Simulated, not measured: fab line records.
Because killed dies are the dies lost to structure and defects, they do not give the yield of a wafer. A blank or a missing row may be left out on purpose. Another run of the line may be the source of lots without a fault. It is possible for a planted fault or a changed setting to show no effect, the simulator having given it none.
fab line records	flow sfqLine
record: lots: 6	wafers: 18	lastDay: 91
route steps=325 shown M4@159 I4@163
lots with no fault: from the same line, run without faults
startH: hours from the record's first day to the start of the lot's first wafer shown	waitH: how many hours have passed since the lot's step before this one	" the same as in the row above	L1.1+2: a row that stands for several wafers	- no value present, or no start provided	* or withheld: withheld	< > ~ a bound
route shown NAME@n: names a module that has steps shown in the file, with the first one's number in the route	usual: mean and standard deviation over wafers with no fault	same: alike in all rows	chamber/n: place in a boat	sites: readings site by site	_std_site: the values' standard deviation	_edge_site: the outer-site mean with the inner-site mean subtracted	radiusMm: for every site, how far away it sits from the centre of the wafer	mask NAME#n: copy n	behind: the most recent tool/chamber to have shaped the wafer	hold: what put the lot on hold/how long, in hours/how the hold closed	device: the n, p or np transistor that did not switch	end of line: the tests these same wafers got at the end of their route	a step without rows: its recipe alone	killed: dies lost to structure and defects at the first sort, not the wafer's yield	map: dies across one wafer; x = killed, . = not, _ = none there
set.NAME: the setting the step ran with; set.NAME@STEP: the setting that earlier step ran with	model.NAME: the simulator's own value behind a step, which no gauge read
lots at selected steps of the route; one table per step, one row per wafer
services: when a tool's chamber went out of use (startH, in hours from the record's first day, below 0 if earlier), for how many hours, and the reason
== steps ==
step: SFQ_TRILAYER_M4_BARC_OPEN_METAL_ETCH_123
recipe: maskMaterial: PR	chemistry: O2	targetDepthNm: 125	target: BARC	icpW: 600	biasW: 80	pressureMtorr: 10	timeS: 41.7
usual: chamberPressureMTorr: 10.000/0.0096	drypumpMotorCurrentA: 5.5/0.49	oesProductAu: 0.685/0.005
lot.wafer	tool	chamber	startH	waitH	chamberPressureMTorr	drypumpMotorCurrentA	oesProductAu	rfHoursCounterH
L731.3	rieMetal-01	0	1014.19	0.1	10.002	5.8	0.676	-
L731.4	"	0	"	"	10.009	5.8	0.684	-
L731.5	"	0	"	"	10.011	5.9	0.689	-
L744.1	rieMetal-04	0	1123.27	0.0	10.012	5.0	0.687	24
L744.2	"	1	"	"	10.002	6.2	0.693	134
L744.4	"	0	"	"	10.012	5.0	0.683	-
L745.3	rieMetal-03	0	1133.01	0.0	10.003	5.7	0.688	-
L745.5	"	0	"	"	10.003	5.6	0.689	-
L745.6	"	1	"	"	10.003	4.9	0.690	-
L747.2	rieMetal-01	1	1144.67	0.0	9.996	5.0	0.689	16
L747.3	"	0	"	"	9.996	5.9	0.691	-
L747.5	"	1	"	"	9.992	5.0	0.691	-
L751.1	rieMetal-01	1	1177.75	0.0	10.002	5.0	0.685	20
L751.4	"	1	"	"	10.009	5.0	0.679	-
L751.6	"	1	"	"	9.995	5.0	0.686	-
L754.3	rieMetal-03	1	1220.58	0.0	10.008	4.9	0.687	-
L754.5	"	0	"	"	10.003	5.7	0.681	-
L754.6	"	1	"	"	9.998	4.9	0.681	-
step: SFQ_TRILAYER_M4_ETCH_METAL_ETCH_096
recipe: target: Nb	stopOn: SiO2	maskMaterial: PR	chemistry: Cl2/Ar	targetDepthNm: 240	icpW: 600	biasW: 80	pressureMtorr: 10	timeS: 120
usual: chamberPressureMTorr: 10.000/0.0086	drypumpMotorCurrentA: 5.5/0.48	oesProductAu: 0.894/0.0082
lot.wafer	tool	chamber	startH	waitH	chamberPressureMTorr	drypumpMotorCurrentA	oesProductAu	rfHoursCounterH
L731.3	rieMetal-01	0	1014.36	0.1	9.995	5.8	0.886	-
L731.4	"	0	"	"	9.984	5.9	0.887	-
L731.5	"	0	"	"	10.006	5.9	0.885	-
L744.1	rieMetal-04	0	1123.33	0.0	9.999	5.0	0.899	24
L744.2	"	1	"	"	9.988	6.2	0.891	134
L744.4	"	0	"	"	9.974	5.0	0.912	-
L745.3	rieMetal-03	0	1133.09	0.1	9.997	5.6	0.898	-
L745.5	"	0	"	"	9.995	5.6	0.906	-
L745.6	"	1	"	"	9.998	4.9	0.904	-
L747.2	rieMetal-01	1	1144.73	0.0	9.997	5.0	0.896	16
L747.3	"	0	"	"	10.002	5.8	0.897	-
L747.5	"	1	"	"	9.994	5.0	0.905	-
L751.1	rieMetal-01	1	1177.81	0.0	10.007	5.0	0.885	20
L751.4	"	1	"	"	9.988	5.0	0.902	-
L751.6	"	1	"	"	9.998	5.0	0.906	-
L754.3	rieMetal-03	1	1220.66	0.1	10.008	4.9	0.903	-
L754.5	"	0	"	"	9.992	5.7	0.898	-
L754.6	"	1	"	"	10.002	4.9	0.893	-
step: SFQ_TRILAYER_M4_STRIP_STRIP_097
recipe: gas: O2	powerW: 200	platenTempC: 40	overashFraction: 0.65	chemistry: O2	pressureMtorr: 50
step: SFQ_TRILAYER_M4_STRIP_SOLV_CLEAN_098
recipe: chemistry: NMP	tempC: 70	timeS: 600
step: SFQ_TRILAYER_I4_DEP_PECVD_099
recipe: material: SiO2	tempC: 150	timeS: 111.11	pressureTorr: 2.4	rfW: 183.3	precursor: SiH4/N2O	targetThkNm: 500
usual: heaterPowerW: 84/13	throttleValvePct: 25.0/1.6
lot.wafer	tool	chamber	startH	waitH	heaterPowerW	throttleValvePct
L731.3	pecvd-03	0	1015.90	0.0	78	24.1
L731.4	"	1	"	"	84	24.7
L731.5	"	0	"	"	82	24.2
L744.1	pecvd-03	1	1124.23	0.0	78	24.7
L744.2	"	0	"	"	87	24.6
L744.4	"	2	"	"	69	25.3
L745.3	pecvd-02	1	1133.95	0.0	87	26.5
L745.5	"	1	"	"	90	26.8
L745.6	"	2	"	"	89	25.6
L747.2	pecvd-01	0	1145.63	0.0	89	24.5
L747.3	"	1	"	"	71	22.4
L747.5	"	2	"	"	117	22.5
L751.1	pecvd-01	0	1178.71	0.0	90	24.6
L751.4	"	1	"	"	76	23.0
L751.6	"	2	"	"	120	22.8
L754.3	pecvd-02	2	1221.52	0.0	93	25.7
L754.5	"	0	"	"	67	27.6
L754.6	"	2	"	"	96	25.5
step: SFQ_TRILAYER_I4_CMP_CMP_100
recipe: material: SiO2	downForcePsi: 3	platenRpm: 60	padVelocityMS: 0.94248
usual: motorCurrentA: 10.2/1.4	slurryFlowMlMin: 150.0/0.47	timeToEndpointS: 213/6.7
lot.wafer	tool	chamber	startH	waitH	motorCurrentA	slurryFlowMlMin	timeToEndpointS
L731.3	cmp-01	3	1015.98	0.0	11.0	149.9	211
L731.4	"	0	"	"	12.5	150.1	215
L731.5	"	3	1017.98	2.0	10.8	149.6	216
L744.4	cmp-01	0	1144.75	20.4	12.5	151.0	214
L744.1	"	1	"	"	7.3	150.1	217
L744.2	"	3	1146.25	22.0	10.5	149.6	212
L745.3	cmp-01	3	1150.75	16.8	10.3	150.3	202
L745.5	"	3	1152.75	18.7	10.1	150.6	206
L745.6	"	0	"	"	12.7	150.5	204
L747.3	cmp-02	2	1160.33	14.7	11.2	149.4	221
L747.2	"	0	1161.33	15.7	10.1	150.4	215
L747.5	"	3	1162.83	17.1	8.7	150.0	215
L751.1	cmp-02	0	1194.40	15.7	10.6	150.2	208
L751.4	"	1	"	"	10.0	149.3	210
L751.6	"	2	"	"	11.9	150.4	209
L754.3	cmp-02	0	1222.60	1.0	10.1	150.8	201
L754.6	"	2	1223.60	2.0	11.1	150.5	216
L754.5	"	3	"	"	8.7	149.7	211
step: SFQ_I4_BOW_MEAS_927
recipe: mode: bow
usual: I4_BOW: 4/7.3
lot.wafer	tool	chamber	startH	waitH	I4_BOW[um]
L731.3	filmMetro-02	-	1019.02	2.5	11
L731.4	"	-	"	"	5
L731.5	"	-	"	"	-4
L744.1	filmMetro-02	-	1147.75	2.0	11
L744.2	"	-	"	"	6
L744.4	"	-	"	"	2
L745.3	filmMetro-03	-	1153.79	2.5	8
L745.5	"	-	"	"	1
L745.6	"	-	"	"	6
L747.2	filmMetro-01	-	1163.35	1.5	12
L747.3	"	-	"	"	22
L747.5	"	-	"	"	17
L751.1	filmMetro-01	-	1196.40	1.5	8
L751.4	"	-	"	"	3
L751.6	"	-	"	"	-1
L754.3	filmMetro-01	-	1224.64	1.5	6
L754.5	"	-	"	"	7
L754.6	"	-	"	"	0
step: SFQ_TRILAYER_I4_METRO_MEASURE_101
usual: thkNm: 200.2/1.1
lot.wafer	tool	chamber	startH	waitH	thkNm
L731.3	filmMetro-02	-	1019.50	0.5	199.4
L731.4	"	-	"	"	199.2
L731.5	"	-	"	"	199.9
L744.1	filmMetro-02	-	1147.87	0.1	200.6
L744.2	"	-	"	"	198.9
L744.4	"	-	"	"	198.5
L745.3	filmMetro-03	-	1154.27	0.5	198.3
L745.5	"	-	"	"	198.9
L745.6	"	-	"	"	198.4
L747.2	filmMetro-01	-	1163.65	0.3	200.4
L747.3	"	-	"	"	201.4
L747.5	"	-	"	"	200.7
L751.1	filmMetro-01	-	1196.52	0.1	199.5
L751.4	"	-	"	"	198.4
L751.6	"	-	"	"	199.6
L754.3	filmMetro-01	-	1225.12	0.5	199.9
L754.5	"	-	"	"	199.5
L754.6	"	-	"	"	200.0
step: SFQ_TRILAYER_I4_VIA_LITHO_COAT_108
recipe: resist: BARC	spinRpm: 3000	resistThkNm: 62
step: SFQ_TRILAYER_I4_VIA_LITHO_COAT_103
recipe: resist: KrF	spinRpm: 3000	resistThkNm: 650
step: SFQ_TRILAYER_I4_VIA_LITHO_SOFTBAKE_107
recipe: tempC: withheld	timeS: withheld	resist: KrF
step: SFQ_TRILAYER_I4_VIA_LITHO_EXPOSE_104
recipe: maskId: I4	na: 0.6	sourceShape: conventional	sigmaOuter: 0.65	targetCdNm: 700	doseMj: 21.3
step: SFQ_TRILAYER_I4_VIA_LITHO_PEB_106
recipe: pebTempC: 115	pebTimeS: 60	resist: KrF
usual: heaterPowerTotalW: 79.15/0.065	resistLineTempC: 23.01/0.093
lot.wafer	tool	chamber	startH	waitH	heaterPowerTotalW	resistLineTempC
L731.3	lithoTrack-01	0	1022.30	0.7	79.15	22.93
L731.4	"	0	"	"	79.10	23.10
L731.5	"	0	"	"	79.16	23.02
L744.1	lithoTrack-01	0	1280.48	1.0	79.19	22.92
L744.2	"	0	"	"	79.18	22.89
L744.4	"	0	"	"	79.18	23.09
L745.3	lithoTrack-01	0	1286.53	0.7	79.22	23.03
L745.5	"	0	"	"	79.17	22.99
L745.6	"	0	"	"	80.61	23.04
L747.2	lithoTrack-01	0	1298.26	0.8	80.48	23.06
L747.3	"	0	"	"	79.16	22.85
L747.5	"	0	"	"	79.08	23.01
L751.1	lithoTrack-04	0	1335.68	1.0	79.02	22.84
L751.4	"	0	"	"	79.07	23.05
L751.6	"	0	"	"	79.21	22.83
L754.3	lithoTrack-04	0	1370.53	0.7	79.06	23.02
L754.5	"	0	"	"	79.14	22.94
L754.6	"	0	"	"	79.18	23.05
step: SFQ_TRILAYER_I4_VIA_LITHO_DEVELOP_105
recipe: timeS: 60	resist: KrF
step: SFQ_I4_OVL_MEAS_928
usual: I4_OVL: 2/5
lot.wafer	tool	chamber	startH	waitH	I4_OVL[nm]
L731.3	overlay-02	-	1022.56	0.1	5
L731.4	"	-	"	"	3
L731.5	"	-	"	"	9
L744.1	overlay-02	-	1280.78	0.1	-2
L744.2	"	-	"	"	0
L744.4	"	-	"	"	0
L745.3	overlay-02	-	1286.79	0.1	-7
L745.5	"	-	"	"	-16
L745.6	"	-	"	"	-9
L747.2	overlay-02	-	1298.54	0.1	-1
L747.3	"	-	"	"	-5
L747.5	"	-	"	"	-2
L751.1	overlay-01	-	1335.98	0.1	3
L751.4	"	-	"	"	1
L751.6	"	-	"	"	-3
L754.3	overlay-01	-	1370.79	0.1	-7
L754.5	"	-	"	"	-1
L754.6	"	-	"	"	-1
step: SFQ_TRILAYER_I4_VIA_BARC_OPEN_VIA_ETCH_146
recipe: maskMaterial: PR	chemistry: O2	targetDepthNm: 125	target: BARC	sourceW: 500	biasW: 80	pressureMtorr: 30	timeS: 41.7
usual: chamberPressureMTorr: 30.00/0.044	drypumpMotorCurrentA: 5.6/0.51	oesProductAu: 0.685/0.0045
lot.wafer	tool	chamber	startH	waitH	chamberPressureMTorr	drypumpMotorCurrentA	oesProductAu	rfHoursCounterH	model.I4.cdNm
L731.3	rieDiel-01	1	1022.58	0.0	29.97	4.9	0.682	2	703.5
L731.4	"	0	"	"	30.01	6.4	0.683	8	701.9
L731.5	"	2	"	"	30.03	5.8	0.691	-	702.4
L744.1	rieDiel-02	0	1280.81	0.0	29.95	5.9	0.687	9	697
L744.2	"	1	"	"	29.99	5.4	0.684	5	701.4
L744.4	"	3	"	"	30.01	6.4	0.679	16	699.4
L745.3	rieDiel-03	1	1286.81	0.0	30.01	5.6	0.674	15	702.3
L745.5	"	3	"	"	30.03	4.9	0.686	-	700.5
L745.6	"	0	"	"	30.06	4.8	0.681	-	695.4
L747.2	rieDiel-02	1	1298.57	0.0	30.04	5.4	0.684	5	697.3
L747.3	"	3	"	"	29.98	6.4	0.681	17	700.8
L747.5	"	0	"	"	29.99	5.9	0.667	-	699.6
L751.1	rieDiel-03	0	1336.02	0.0	29.97	4.8	0.686	16	699.1
L751.4	"	1	"	"	29.99	5.6	0.681	16	699.3
L751.6	"	1	"	"	30.03	5.6	0.687	-	699.6
L754.3	rieDiel-01	3	1370.82	0.0	30.04	5.9	0.686	12	700.8
L754.5	"	0	"	"	30.04	6.4	0.695	-	698.7
L754.6	"	1	"	"	29.95	4.9	0.681	-	700.1
step: SFQ_TRILAYER_I4_VIA_ETCH_VIA_ETCH_106
recipe: target: SiO2	stopOn: Nb	maskMaterial: PR	taperDeg: 20	chemistry: CHF3	targetDepthNm: 260	sourceW: 500	biasW: 80	pressureMtorr: 30	timeS: withheld
usual: chamberPressureMTorr: 30.000/0.028	drypumpMotorCurrentA: 5.6/0.52	oesProductAu: 0.856/0.0049
lot.wafer	tool	chamber	startH	waitH	chamberPressureMTorr	drypumpMotorCurrentA	oesProductAu	model.I4.cdNm
L731.3	rieDiel-01	1	1022.62	0.0	30.018	4.9	0.855	704.2
L731.4	"	0	"	"	29.997	6.4	0.858	699.4
L731.5	"	2	"	"	29.990	5.7	0.855	703.7
L744.1	rieDiel-02	0	1280.85	0.0	30.018	5.9	0.861	697.7
L744.2	"	1	"	"	29.969	5.4	0.853	703.2
L744.4	"	3	"	"	30.012	6.4	0.854	701.1
L745.3	rieDiel-03	1	1286.85	0.0	30.014	5.6	0.849	704
L745.5	"	3	"	"	29.995	4.9	0.851	702.6
L745.6	"	0	"	"	30.010	4.8	0.857	695.7
L747.2	rieDiel-02	1	1298.61	0.0	30.013	5.4	0.860	697.8
L747.3	"	3	"	"	29.956	6.4	0.864	703.5
L747.5	"	0	"	"	29.995	5.8	0.858	700.6
L751.1	rieDiel-03	0	1336.06	0.0	30.004	4.8	0.856	697.7
L751.4	"	1	"	"	29.939	5.6	0.844	699.8
L751.6	"	1	"	"	30.035	5.6	0.848	700.5
L754.3	rieDiel-01	3	1370.86	0.0	29.968	5.8	0.851	700.7
L754.5	"	0	"	"	29.968	6.4	0.859	696.7
L754.6	"	1	"	"	29.986	4.9	0.861	703.1
step: SFQ_TRILAYER_I4_VIA_STRIP_STRIP_107
recipe: gas: O2	powerW: 200	platenTempC: 40	overashFraction: 0.65	chemistry: O2	pressureMtorr: 50
== services ==
tool	chamber	startH	hours	kind
rieDiel-03	2	991.79	4.3	repair
rieMetal-01	-	1004.31	0.3	repair
rieDiel-03	2	1009.57	1.3	repair
rieDiel-01	3	1012.26	1.6	repair
rieDiel-01	2	1039.67	9.6	repair
rieDiel-01	-	1052.58	0.3	repair
rieDiel-02	1	1059.84	28.3	repair
rieDiel-01	3	1078.61	20.2	repair
rieDiel-03	-	1098.79	15.6	pm
rieDiel-02	-	1102.20	15.6	pm
rieDiel-02	1	1124.73	7.0	repair
rieMetal-03	-	1140.67	1.4	pm
rieDiel-01	0	1141.21	3.4	repair
rieMetal-01	1	1148.61	3.9	repair
rieDiel-01	-	1149.27	2.8	pm
rieDiel-03	1	1156.33	4.3	repair
rieMetal-01	0	1171.11	2.8	repair
rieDiel-01	3	1182.19	7.4	repair
rieDiel-01	-	1185.80	2.5	repair
rieDiel-01	-	1193.45	0.6	repair
rieDiel-01	2	1196.15	3.9	repair
rieMetal-01	-	1209.65	1.4	pm
rieMetal-01	0	1246.55	4.4	repair
rieMetal-01	-	1272.46	0.3	repair
== key ==
firstSign: step: SFQ_TRILAYER_I4_VIA_LITHO_PEB_106	reading: heaterPowerTotalW	direction: up	sigmas: 22	usual: 79.15	struck: 80.55
effect none on later readings
modelEffect: step: SFQ_TRILAYER_I4_VIA_BARC_OPEN_VIA_ETCH_146	value: I4.cdNm	without: 702.8	struck: 696.4
modelEffect: step: SFQ_TRILAYER_I4_VIA_ETCH_VIA_ETCH_106	value: I4.cdNm	without: 703.2	struck: 696.8
metAt SFQ_TRILAYER_I4_VIA_LITHO_PEB_106
struckWafers L745.6,L747.2
onsetBetween 1280.48 1286.53
fault: kind: processParameterDrift	tool: lithoTrack-01	chamber: -	onsetH: 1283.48	steps: SFQ_TRILAYER_I4_VIA_LITHO_PEB_106	channel: pebTimeS	offset: *	shape: step	endH: 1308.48	scope: struckWafersOnly	actsIn: *	stated: *
